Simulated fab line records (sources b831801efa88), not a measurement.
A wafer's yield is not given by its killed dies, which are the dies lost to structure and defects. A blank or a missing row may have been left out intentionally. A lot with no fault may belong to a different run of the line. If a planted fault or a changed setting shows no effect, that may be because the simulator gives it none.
Struck lot and sound lot, side by side    flow sky130    17 out of 708 route steps
Sound: the wafers L533.2, L533.4, L533.5. Struck: wafers L540.2, L540.4, L540.5. The cause is given at the end.
For every step that has rows: the tool of each side, followed by ch and its chambers, followed by its first start. Under that, the readings that differ: sound wafers    struck wafers    difference of the means    sigmas: that difference in standard deviations of wafers without a fault.
alike: words and numbers the same on both sides, and readings whose means are apart by under 2 such deviations; not compared: readings that were withheld, readings missing a value for some wafer, numbers with overlapping values and no deviation given by the record, and bounds like >300 which may hide the same value.
A row with sigmas, a row that says differs or no value, or rows on one side alone: a step with any of these is where the two part. Non-overlapping numbers with no deviation appear without sigmas and do not part them. A reading missing from all wafers of one side parts the sides only when that side holds two or more wafers.

first, 3 steps without rows for these wafers: SKY_LI_CONTACT_EXPOSE_09 (exposes mask LICM1, target cd 170 nm); SKY_LI_CONTACT_PEB_10; SKY_LI_CONTACT_DEVELOP_11 (develop time 60 s).
SKY_LI_CONTACT_CD_MEAS_12: the cd target is 170 nm.
  sound on cdSem-02 at day 29 02:57; struck on cdSem-02 at day 31 14:37
  alike: cdNm
SKY_LI_CONTACT_OVL_MEAS_13:
  sound on overlay-01 at day 29 03:04; struck on overlay-02 at day 31 14:43
  alike: LI_CONTACT_OVL
SKY_LI_CONTACT_ETCH_14: etches BARC in N2/H2, stops on SiO2, time 45.9 s, target depth 60 nm.
  sound on rieDiel-04 ch 0,1,3, day 29 03:05; struck on rieDiel-01 ch 0,2,3, day 31 14:44
  alike: chamberPressureMTorr, drypumpMotorCurrentA, oesProductAu, throttleValvePct
  not compared: rfHoursCounterH
SKY_LI_CONTACT_ETCH_15: etches PSG in C4F8/O2/Ar, stops on Si, target depth 600 nm.
  sound on rieDiel-04 ch 0,1,3, day 29 03:08; struck on rieDiel-01 ch 0,2,3, day 31 14:47
  alike: chamberPressureMTorr, oesProductAu
SKY_LI_CONTACT_STRIP_16: strips in O2/N2.
  sound on plasmaAsher-03 ch 0,1, day 29 03:13; struck on plasmaAsher-01 ch 0,1, day 31 14:52
reading                   sound           struck          difference  sigmas
stripTimeToEndpointS (s)  3.45 3.42 3.48  3.57 3.53 3.48  +0.08       +2
  alike: chamberPressureMTorr, drypumpMotorCurrentA, oesProductAu
  not compared: rfHoursCounterH
then, 2 steps without rows for these wafers: SKY_LI_CONTACT_CLEAN_17 (cleans in NMP, time 600 s); SKY_LI_CONTACT_PRE_CLEAN_18 (time 5.6 s).
SKY_LI_CONTACT_SPUTTER_19: material Ti, target thk 20 nm, time 106.37 s.
  sound on pvdSputter-04 at day 29 03:31; struck on pvdSputter-04 at day 31 15:10
  alike: throttleValvePct
SKY_LI_CONTACT_SPUTTER_20: material TiN, target thk 20 nm, time 80 s.
  sound on pvdSputter-04 at day 29 03:35; struck on pvdSputter-04 at day 31 15:14
  alike: throttleValvePct
SKY_LI_CONTACT_CVD_21: deposits W, target thk 400 nm, time 120.56 s.
  sound on cvdW-01 ch 0, day 29 03:39; struck on cvdW-01 ch 0, day 31 15:18
  no value came back on the struck wafers for chamberPressureTorr (Torr), heaterPowerOuterW (W), heaterPowerW (W); on the sound wafers chamberPressureTorr (Torr) reads 39.94 40.03 39.88
SKY_LI_CONTACT_RS_MEAS_22: measures by four-point-probe.
  sound on filmMetro-04 at day 29 03:48; struck on filmMetro-02 at day 31 15:27
reading                   sound              struck                difference  sigmas
LI_CONTACT_W_RS (ohm/sq)  0.286 0.287 0.282  25.519 25.237 25.548  +25.150     +99 or more
SKY_LI_CONTACT_THK_MEAS_23: measures by xrf.
  sound on filmMetro-04 at day 29 03:55; struck on filmMetro-02 at day 31 15:34
  not compared: LI_CONTACT_W_THK
SKY_LI_CONTACT_CMP_24: polishes, stops on PSG, t overpolish 20 s, target thk 0 nm.
  sound on cmp-02 ch 0,1,2, day 29 04:01; struck on cmp-01 ch 0,2,3, day 31 15:37
reading              sound     struck  difference  sigmas
timeToEndpointS (s)  97 89 96  8 7 9   -86         -25
  alike: motorCurrentA, platenRpm
-- the record jumps here: 16 days lie between the struck wafers' starts before and after (it left off in module LI_CONTACT and takes up again in module PAD_OPEN, whose first step shown is number 708 of the route) --
SKY_PAD_OPEN_PROBE_99:
  record: rows for the struck wafers here (prober-02, day 47 12:46), none for the sound ones

WHERE THEY PART
Earliest at SKY_LI_CONTACT_STRIP_16; latest, in this record, at SKY_PAD_OPEN_PROBE_99.

WHY: what the simulator had put in
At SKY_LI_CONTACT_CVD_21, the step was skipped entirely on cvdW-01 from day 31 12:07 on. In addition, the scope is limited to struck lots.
